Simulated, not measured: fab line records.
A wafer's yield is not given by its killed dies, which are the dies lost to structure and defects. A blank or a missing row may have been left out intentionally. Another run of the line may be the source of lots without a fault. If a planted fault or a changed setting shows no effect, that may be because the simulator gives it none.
Split-lot study    flow sfq line    5 lots, 23 wafers read, on a route of 325 steps

## SPLIT DETAILS
At SFQ_TRILAYER_JJ_TRILAYER_DEP_SPUTTER_112 (material Nb, target thk 170 nm, time 113.3 s), the setting time s was moved away from the recipe's 113.3 s on 5 of the 23 wafers read, by +5.0% to +8.9%. The other wafers ran this setting at the recipe's value.

No step appears in the file between the split and the reading.

## THE READING
JJ_NB_RS, in ohm/sq, at SFQ_JJ_RS_MEAS_929 (measures by four-point-probe). A value of 1.049 ohm/sq with a standard deviation of 0.011 ohm/sq is what fault-free wafers of this fab line usually give.

wafer   tool, chamber at the split  time s as run, s  against the recipe  JJ_NB_RS, ohm/sq  against lot-mates on the recipe
L075.1  pvd sputter-04, -           113.3             recipe              1.051             -
L075.3  pvd sputter-04, -           113.3             recipe              1.038             -
L075.4  pvd sputter-04, -           113.3             recipe              1.028             -
L075.5  pvd sputter-04, -           113.3             recipe              1.042             -
L075.6  pvd sputter-04, -           113.3             recipe              1.048             -
L076.1  pvd sputter-03, -           113.3             recipe              1.051             -
L076.2  pvd sputter-03, -           113.3             recipe              1.044             -
L076.3  pvd sputter-03, -           113.3             recipe              1.035             -
L076.5  pvd sputter-03, -           113.3             recipe              1.048             -
L076.6  pvd sputter-03, -           113.3             recipe              1.034             -
L077.1  pvd sputter-03, -           113.3             recipe              1.024             -
L077.2  pvd sputter-03, -           113.3             recipe              1.037             -
L077.3  pvd sputter-03, -           123.4             +8.9%               0.948             -0.087
L077.4  pvd sputter-03, -           113.3             recipe              1.044             -
L077.6  pvd sputter-03, -           123.4             +8.9%               0.949             -0.086
L080.1  pvd sputter-03, -           119               +5.0%               1.004             -0.056
L080.2  pvd sputter-03, -           113.3             recipe              1.061             -
L080.3  pvd sputter-03, -           119               +5.0%               1.018             -0.042
L080.5  pvd sputter-03, -           113.3             recipe              1.060             -
L080.6  pvd sputter-03, -           119               +5.0%               1.005             -0.056
L082.3  pvd sputter-04, -           113.3             recipe              1.038             -
L082.5  pvd sputter-04, -           113.3             recipe              1.036             -
L082.6  pvd sputter-04, -           113.3             recipe              1.050             -

FIT RESULTS
A straight line over all 23 wafers: JJ_NB_RS changes by -0.00945 ohm/sq for each +1% of time s; r = -0.93; the points scatter about the line by 0.011 ohm/sq.
The same after taking each lot's own level away (the mean of its wafers on the recipe; 23 wafers): -0.00986 ohm/sq for each +1%; r = -0.97; scatter 0.007 ohm/sq.
The reading moves by 0.088 ohm/sq for the largest change in time s, on that fit.
Across the lots, their own levels run from 1.0350 to 1.0605 ohm/sq, a range of 2.3 times the standard deviation given above.
The two slopes are in agreement: the lot-to-lot level therefore moves the slope only a little.
Check: with one of the wafers moved furthest among these (+8.9%) left out of the fit, the line predicts -0.0885 ohm/sq for it against its lot-mates. It came out at -0.087 ohm/sq against them.

## THE WHOLE CHAIN: every reading that the file lists as answering this split, in the file's order
step                                      what it does                                  reading                                                                                             change (the file's fit)               r (the file's)
SFQ_TRILAYER_JJ_TRILAYER_DEP_SPUTTER_112  material Nb, target thk 170 nm, time 113.3 s  Nb_of_TRILAYER_JJ_TRILAYER_DEP_SPUTTER_112.thk nm (the simulator's own value, which no gauge read)  +1.73 nm for each +1% of the setting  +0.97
SFQ_JJ_RS_MEAS_929                        measures by four-point-probe                  JJ_NB_RS                                                                                            -0.00983 for each +1% of the setting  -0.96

## THE FILE'S OWN FIT
JJ_NB_RS changes by -0.00983 ohm/sq for each +1% of time s, r = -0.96.
